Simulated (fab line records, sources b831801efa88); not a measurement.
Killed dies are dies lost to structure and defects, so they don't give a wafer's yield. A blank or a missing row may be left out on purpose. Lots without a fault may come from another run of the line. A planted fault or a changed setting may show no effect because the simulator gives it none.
fab line records | flow sfq_line
record lots=14 wafers=41 last_day=95
route steps=325 shown I0@56 M1@59 M2@90 I2@115
lots that met no fault: from a run of the same line without faults
start_h: hours from the record's first day to the start of the lot's first wafer shown | wait_h: hours since the lot's step before | " the same as in the row above | L1.1+2: a row that stands for several wafers | - no value, or no start given | * or withheld: withheld | < > ~ a bound
route shown NAME@n: a module of which the file shows steps, and the number in the route of the first | usual: mean/standard deviation of fault-free wafers | same: alike in all rows | chamber/n: place in a boat | sites: the reading at each site | _std_site: their standard deviation | _edge_site: outer sites' mean less inner sites' | radius_mm: how far each site lies from the wafer's centre | mask NAME#n: copy n | behind: the tool/chamber that last shaped the wafer | hold: why the lot was held/for how many hours/how that ended | device: the transistor (n, p or np) that didn't switch | end of line: the same wafers' tests at the end of the route | a step without rows: its recipe alone | killed: dies lost to structure and defects at the first sort, not the wafer's yield | map: a wafer's dies, x killed, . not, _ none there
set.NAME: the setting as run; set.NAME@STEP: as run at that earlier step | model.NAME: the simulator's own value behind a step, which no gauge read
steps of the route over a sample of lots; a table a step, a row a wafer
services: from which hour (start_h, from the record's first day; less than 0 if before it) a tool's chamber was out of use, for how many hours, and why
## steps
# step SFQ_TRILAYER_I0_VIA_STRIP_STRIP_035
# recipe gas=O2 power_w=200 platen_temp_c=40 overash_fraction=0.65 chemistry=O2 pressure_mtorr=50
# usual drypump_motor_current_A=5.42/0.18 oes_product_au=1.006/0.0099
# columns lot.wafer tool chamber start_h wait_h drypump_motor_current_A oes_product_au rf_hours_counter_h
L790.1 rie_metal-01 0 393.98 - 5.38 0.995 53
L790.4 " 0 " " 5.38 1.001 -
L790.5 " 1 " " 5.37 1.023 -
L791.1 rie_metal-01 0 398.78 - 5.36 1.002 53
L791.4 " 0 " " 5.38 1.004 -
L791.6 " 0 " " 5.35 1.004 -
L793.1 rie_metal-03 1 426.51 - 5.78 1.009 13
L793.3 " 0 " " 5.49 0.993 -
L793.5 " 0 " " 5.47 0.998 -
L794.1 rie_metal-03 1 438.51 - 5.77 1.011 14
L794.3 " 1 " " 5.78 1.007 -
L794.6 " 1 " " 5.78 1.008 -
L795.4 rie_metal-01 1 463.23 - 5.36 1.017 -
L795.5 " 0 " " 5.37 1.001 -
L795.6 " 1 " " 5.35 1.020 -
L796.1 rie_metal-03 1 471.36 - 5.77 1.007 19
L796.3 " 1 " " 5.77 1.013 -
L796.5 " 0 " " 5.45 0.993 -
L797.3 rie_metal-01 1 482.36 - 5.36 1.023 -
L797.4 " 0 " " 5.35 1.003 -
L797.6 " 0 " " 5.35 1.005 -
L798.2 rie_metal-04 1 496.56 - 5.18 1.015 18
L798.5 " 1 " " 5.16 1.006 -
L798.6 " 0 " " 5.27 1.010 -
L799.2 rie_metal-04 1 512.16 - 5.18 0.994 21
L799.3 " 0 " " 5.28 0.991 -
L799.6 " 0 " " 5.31 0.993 -
L800.1 rie_metal-04 1 524.16 - 5.16 1.017 22
L800.2 " 1 " " 5.17 1.021 -
L800.3 " 1 " " 5.19 1.013 -
L809.1 rie_metal-01 1 604.10 - 5.36 1.001 3
L809.3 " 1 " " 5.38 1.010 -
L809.4 " 0 " " 5.38 1.005 -
L810.5 rie_metal-03 1 621.70 - 5.76 1.021 -
L810.6 " 1 " " 5.76 1.017 -
L811.2 rie_metal-01 0 626.90 - 5.40 1.000 84
L811.3 " 1 " " 5.38 1.011 -
L811.4 " 0 " " 5.39 0.998 -
L813.2 rie_metal-01 1 651.02 - 5.39 1.006 12
L813.4 " 1 " " 5.38 1.014 -
L813.5 " 0 " " 5.37 1.006 -
# step SFQ_TRILAYER_M1_DEP_SPUTTER_037
# recipe material=Nb base_pressure_pa=1.33e-06 chamber_pressure_pa=0.1333 substrate_temp_c=20 resputter_cathode_voltage_v=400 target_thk_nm=200 power_w=2000 time_s=133.3
# usual chamber_pressure_pa=0.13334/0.00026 throttle_valve_pct=30.3/1
# columns lot.wafer tool chamber start_h wait_h chamber_pressure_pa throttle_valve_pct
L790.1 pvd_sputter-03 - 394.79 0.0 0.1333 29.9
L790.4 " - " " 0.13333 30.1
L790.5 " - " " 0.13337 30.0
L791.1 pvd_sputter-05 - 399.60 0.0 0.13336 28.1
L791.4 " - " " 0.13319 31.6
L791.6 " - " " 0.13276 30.7
L793.1 pvd_sputter-05 - 427.51 0.0 0.13385 31.4
L793.3 " - " " 0.13362 28.0
L793.5 " - " " 0.13321 27.9
L794.1 pvd_sputter-05 - 439.31 0.0 0.13349 31.4
L794.3 " - " " 0.1336 27.9
L794.6 " - " " 0.13353 31.0
L795.4 pvd_sputter-03 - 463.84 0.0 0.1333 30.1
L795.5 " - " " 0.13322 30.9
L795.6 " - " " 0.13368 31.1
L796.1 pvd_sputter-04 - 472.16 0.0 0.13336 29.8
L796.3 " - " " 0.13362 30.7
L796.5 " - " " 0.13309 29.8
L797.3 pvd_sputter-04 - 483.14 0.0 0.13365 29.3
L797.4 " - " " 0.13342 29.7
L797.6 " - " " 0.1333 29.1
L798.2 pvd_sputter-04 - 497.36 0.0 0.13324 30.5
L798.5 " - " " 0.13316 30.4
L798.6 " - " " 0.13311 29.4
L799.2 pvd_sputter-03 - 512.96 0.0 0.13295 31.2
L799.3 " - " " 0.13346 31.1
L799.6 " - " " 0.13356 30.0
L800.1 pvd_sputter-04 - 525.56 0.0 0.13283 29.6
L800.2 " - " " 0.13329 29.2
L800.3 " - " " 0.1337 30.4
L809.1 pvd_sputter-03 - 604.90 0.0 0.13356 31.0
L809.3 " - " " 0.13328 30.0
L809.4 " - " " 0.13311 31.4
L810.5 pvd_sputter-03 - 622.35 0.0 0.13244 31.0
L810.6 " - " " 0.13381 31.1
L811.2 pvd_sputter-05 - 627.70 0.0 0.13326 28.0
L811.3 " - " " 0.13318 31.5
L811.4 " - " " 0.13344 31.0
L813.2 pvd_sputter-05 - 651.83 0.0 0.13339 31.1
L813.4 " - " " 0.13339 31.4
L813.5 " - " " 0.13299 27.8
# step SFQ_M1_RS_MEAS_909
# recipe thk_meas_gauge=four-point-probe reads=Nb_of_TRILAYER_M1_DEP_SPUTTER_037
# usual M1_NB_RS=0.893/0.01
# columns lot.wafer tool chamber start_h wait_h hold M1_NB_RS[ohm/sq]
L790.1 film_metro-03 - 394.88 0.0 - 0.894
L790.4 " - " " - 0.887
L790.5 " - " " - 0.895
L791.1 film_metro-04 - 399.69 0.0 - 0.901
L791.4 " - " " - 0.895
L791.6 " - " " - 0.922
L793.1 film_metro-04 - 427.60 0.0 - 0.903
L793.3 " - " " - 0.898
L793.5 " - " " - 0.898
L794.1 film_metro-03 - 439.40 0.0 - 0.902
L794.3 " - " " - 0.898
L794.6 " - " " - 0.908
L795.4 film_metro-03 - 463.99 0.1 - 0.893
L795.5 " - " " - 0.888
L795.6 " - " " - 0.891
L796.1 film_metro-04 - 472.25 0.0 - 0.897
L796.3 " - " " - 0.899
L796.5 " - " " - 0.892
L797.3 film_metro-04 - 483.27 0.1 - 0.900
L797.4 " - " " - 0.901
L797.6 " - " " - 0.895
L798.2 film_metro-03 - 497.47 0.1 - 0.890
L798.5 " - " " - 0.878
L798.6 " - " " - 0.879
L799.2 film_metro-03 - 513.07 0.1 - 0.883
L799.3 " - " " - 0.897
L799.6 " - " " - 0.901
L800.1 film_metro-03 - 525.65 0.0 - 0.906
L800.2 " - " " - 0.896
L800.3 " - " " - 0.892
L809.1 film_metro-02 - 604.99 0.0 await_dispo/0.2h/release 0.940
L809.3 " - " " await_dispo/0.2h/release 0.884
L809.4 " - " " await_dispo/0.2h/release 0.883
L809.1 film_metro-02 - 605.28 0.3 - 0.942
L809.3 " - " " - 0.887
L809.4 " - " " - 0.885
L810.5 film_metro-04 - 622.47 0.1 await_dispo/0.2h/release 0.944
L810.6 " - " " await_dispo/0.2h/release 0.884
L810.5 film_metro-04 - 622.76 0.3 - 0.946
L810.6 " - " " - 0.886
L811.2 film_metro-04 - 627.81 0.1 - 0.884
L811.3 " - " " - 0.899
L811.4 " - " " - 0.884
L813.2 film_metro-04 - 651.94 0.1 - 0.893
L813.4 " - " " - 0.897
L813.5 " - " " - 0.907
# step SFQ_TRILAYER_M1_ETCH_METAL_ETCH_042
# recipe target=Nb stop_on=SiO2 mask_material=PR chemistry=Cl2/Ar target_depth_nm=240 icp_w=600 bias_w=80 pressure_mtorr=10 time_s=120
# usual drypump_motor_current_A=5.6/0.36 oes_product_au=0.892/0.0073
# columns lot.wafer tool chamber start_h wait_h drypump_motor_current_A oes_product_au rf_hours_counter_h
L790.1 rie_metal-02 0 552.99 0.0 5.3 0.888 69
L790.4 " 1 " " 6.4 0.893 -
L790.5 " 0 " " 5.3 0.892 -
L791.1 rie_metal-03 0 561.31 0.0 5.5 0.893 62
L791.4 " 0 " " 5.5 0.891 -
L791.6 " 0 " " 5.5 0.881 -
L793.1 rie_metal-01 1 589.61 0.0 5.4 0.887 2
L793.3 " 0 " " 5.4 0.897 -
L793.5 " 0 " " 5.4 0.880 -
L794.1 rie_metal-01 0 598.01 0.0 5.3 0.892 82
L794.3 " 1 " " 5.4 0.883 -
L794.6 " 0 " " 5.4 0.889 -
L795.4 rie_metal-02 1 622.05 0.1 6.5 0.892 -
L795.5 " 0 " " 5.3 0.897 -
L795.6 " 1 " " 6.5 0.900 -
L796.1 rie_metal-01 1 630.62 0.1 5.4 0.892 6
L796.3 " 1 " " 5.4 0.886 -
L796.5 " 1 " " 5.4 0.897 -
L797.3 rie_metal-02 1 641.25 0.1 6.4 0.894 -
L797.4 " 0 " " 5.3 0.895 -
L797.6 " 0 " " 5.3 0.898 -
L798.2 rie_metal-02 0 654.53 0.0 5.3 0.892 85
L798.5 " 1 " " 6.5 0.901 -
L798.6 " 0 " " 5.3 0.896 -
L799.2 rie_metal-02 0 673.73 0.0 5.3 0.893 87
L799.3 " 0 " " 5.3 0.887 -
L799.6 " 1 " " 6.4 0.887 -
L800.1 rie_metal-03 0 685.79 0.1 5.5 0.888 69
L800.2 " 0 " " 5.5 0.885 -
L800.3 " 0 " " 5.5 0.893 -
L809.1 rie_metal-01 1 764.52 0.0 5.4 0.865 27
L809.3 " 0 " " 5.4 0.900 -
L809.4 " 1 " " 5.4 0.896 -
L810.5 rie_metal-03 1 781.63 0.1 5.8 0.868 -
L810.6 " 0 " " 5.5 0.891 -
L811.2 rie_metal-01 0 783.95 0.0 5.4 0.900 104
L811.3 " 0 " " 5.4 0.894 -
L811.4 " 1 " " 5.4 0.899 -
L813.2 rie_metal-03 1 805.55 0.0 5.8 0.888 53
L813.4 " 1 " " 5.8 0.888 -
L813.5 " 0 " " 5.5 0.885 -
# step SFQ_M2_RS_MEAS_914
# recipe thk_meas_gauge=four-point-probe reads=Nb_of_TRILAYER_M2_DEP_SPUTTER_055
# usual M2_NB_RS=0.885/0.0098
# columns lot.wafer tool chamber start_h wait_h M2_NB_RS[ohm/sq]
L790.1 film_metro-01 - 562.58 0.0 0.883
L790.4 " - " " 0.876
L790.5 " - " " 0.891
L791.1 film_metro-04 - 573.66 0.0 0.872
L791.4 " - " " 0.878
L791.6 " - " " 0.880
L793.1 film_metro-01 - 598.25 0.0 0.883
L793.3 " - " " 0.887
L793.5 " - " " 0.885
L794.1 film_metro-03 - 606.68 0.0 0.889
L794.3 " - " " 0.880
L794.6 " - " " 0.882
L795.4 film_metro-03 - 631.23 0.1 0.878
L795.5 " - " " 0.880
L795.6 " - " " 0.882
L796.1 film_metro-04 - 640.19 0.0 0.908
L796.3 " - " " 0.903
L796.5 " - " " 0.908
L797.3 film_metro-01 - 702.16 0.1 0.879
L797.4 " - " " 0.893
L797.6 " - " " 0.882
L798.2 film_metro-04 - 703.34 0.1 0.887
L798.5 " - " " 0.889
L798.6 " - " " 0.887
L799.2 film_metro-01 - 704.54 0.1 0.887
L799.3 " - " " 0.891
L799.6 " - " " 0.878
L800.1 film_metro-04 - 705.72 0.0 0.891
L800.2 " - " " 0.898
L800.3 " - " " 0.884
L809.1 film_metro-04 - 780.33 0.0 0.877
L809.3 " - " " 0.890
L809.4 " - " " 0.878
L810.5 film_metro-04 - 790.94 0.1 0.898
L810.6 " - " " 0.878
L811.2 film_metro-04 - 793.20 0.1 0.897
L811.3 " - " " 0.891
L811.4 " - " " 0.894
L813.2 film_metro-04 - 821.91 0.1 0.879
L813.4 " - " " 0.886
L813.5 " - " " 0.873
# step SFQ_TRILAYER_I2_VIA_ETCH_VIA_ETCH_070
# recipe target=SiO2 stop_on=Nb mask_material=PR taper_deg=20 chemistry=CHF3 target_depth_nm=260 source_w=500 bias_w=80 pressure_mtorr=30 time_s=withheld
# usual drypump_motor_current_A=5.4/0.41 oes_product_au=0.855/0.0054
# columns lot.wafer tool chamber start_h wait_h drypump_motor_current_A oes_product_au
L790.1 rie_diel-01 0 878.26 0.0 5.6 0.852
L790.4 " 3 " " 5.6 0.858
L790.5 " 0 " " 5.6 0.862
L791.1 rie_diel-03 3 890.26 0.0 5.3 0.854
L791.4 " 1 " " 5.6 0.852
L791.6 " 2 " " 5.7 0.860
L793.1 rie_diel-03 1 915.59 0.0 5.6 0.846
L793.3 " 2 " " 5.7 0.864
L793.5 " 1 " " 5.6 0.846
L794.1 rie_diel-02 2 924.03 0.0 5.0 0.854
L794.3 " 0 " " 5.5 0.864
L794.6 " 0 " " 5.6 0.854
L795.4 rie_diel-02 1 943.23 0.0 4.9 0.856
L795.5 " 0 " " 5.6 0.858
L795.6 " 1 " " 4.9 0.849
L796.1 rie_diel-02 3 949.23 0.0 4.9 0.864
L796.3 " 1 " " 4.9 0.850
L796.5 " 2 " " 5.0 0.856
L797.3 rie_diel-02 1 996.28 0.0 4.9 0.859
L797.4 " 2 " " 5.0 0.849
L797.6 " 3 " " 4.9 0.868
L798.2 rie_diel-01 2 998.68 0.0 6.3 0.857
L798.5 " 1 " " 5.3 0.850
L798.6 " 2 " " 6.3 0.863
L799.2 rie_diel-03 0 999.88 0.0 5.6 0.852
L799.3 " 2 " " 5.7 0.854
L799.6 " 0 " " 5.6 0.850
L800.1 rie_diel-02 3 1005.88 0.0 4.9 0.859
L800.2 " 0 " " 5.6 0.856
L800.3 " 2 " " 5.0 0.863
L809.1 rie_diel-03 0 1085.28 0.0 5.6 0.852
L809.3 " 2 " " 5.7 0.849
L809.4 " 3 " " 5.3 0.856
L810.5 rie_diel-02 2 1093.86 0.1 5.0 0.857
L810.6 " 0 " " 5.5 0.865
L811.2 rie_diel-01 1 1097.41 0.0 5.3 0.865
L811.3 " 0 " " 5.7 0.852
L811.4 " 2 " " 6.3 0.850
L813.2 rie_diel-01 0 1111.81 0.0 5.6 0.859
L813.4 " 1 " " 5.3 0.848
L813.5 " 0 " " 5.6 0.850
## services
# columns tool chamber start_h hours kind
rie_diel-02 2 373.45 7.1 repair
rie_diel-02 2 382.91 8.6 repair
rie_diel-02 - 416.76 0.6 repair
rie_metal-01 - 422.46 0.2 repair
rie_diel-02 3 430.74 8.2 repair
rie_metal-03 1 443.79 8.5 repair
rie_metal-03 - 498.99 4.9 repair
rie_diel-02 3 522.95 14.5 repair
rie_diel-02 - 567.88 1.1 repair
rie_metal-03 - 578.56 1.0 repair
rie_diel-02 1 598.31 5.2 repair
rie_metal-03 0 599.35 48.2 repair
rie_metal-03 1 627.63 16.1 repair
rie_metal-03 - 646.13 28.1 pm
rie_metal-03 - 674.23 2.8 pm
rie_metal-03 1 685.24 2.5 repair
rie_diel-02 0 727.09 8.0 repair
rie_metal-03 - 751.85 15.6 pm
rie_metal-01 - 869.62 2.8 pm
rie_metal-03 0 876.51 1.5 repair
rie_metal-03 - 902.16 0.7 repair
rie_metal-01 1 958.24 7.5 repair
rie_metal-01 - 1042.52 5.7 repair
rie_metal-03 - 1091.96 1.4 pm
## key
first_sign step=SFQ_M1_RS_MEAS_909 reading=visit direction=added
effect step=SFQ_M1_RS_MEAS_909 reading=M1_NB_RS direction=up sigmas=4.6 usual=0.893 struck=0.942
effect step=SFQ_TRILAYER_M1_ETCH_METAL_ETCH_042 reading=oes_product_au direction=down sigmas=3.4 usual=0.892 struck=0.866
met_at SFQ_TRILAYER_M1_DEP_SPUTTER_037
struck_lots L809,L810
struck_wafers L809.1,L810.5
not_acting_at SFQ_TRILAYER_I0_VIA_STRIP_STRIP_035,SFQ_M2_RS_MEAS_914,SFQ_TRILAYER_I2_VIA_ETCH_VIA_ETCH_070
onset_between 512.96 604.90
fault kind=process_parameter_drift tool=pvd_sputter-03 chamber=- onset_h=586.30 steps=SFQ_TRILAYER_M1_DEP_SPUTTER_037 channel=target_thk_nm offset=-12.026 shape=step end_h=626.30 scope=struck_wafers_only acts_in=these_recipes_only stated=200
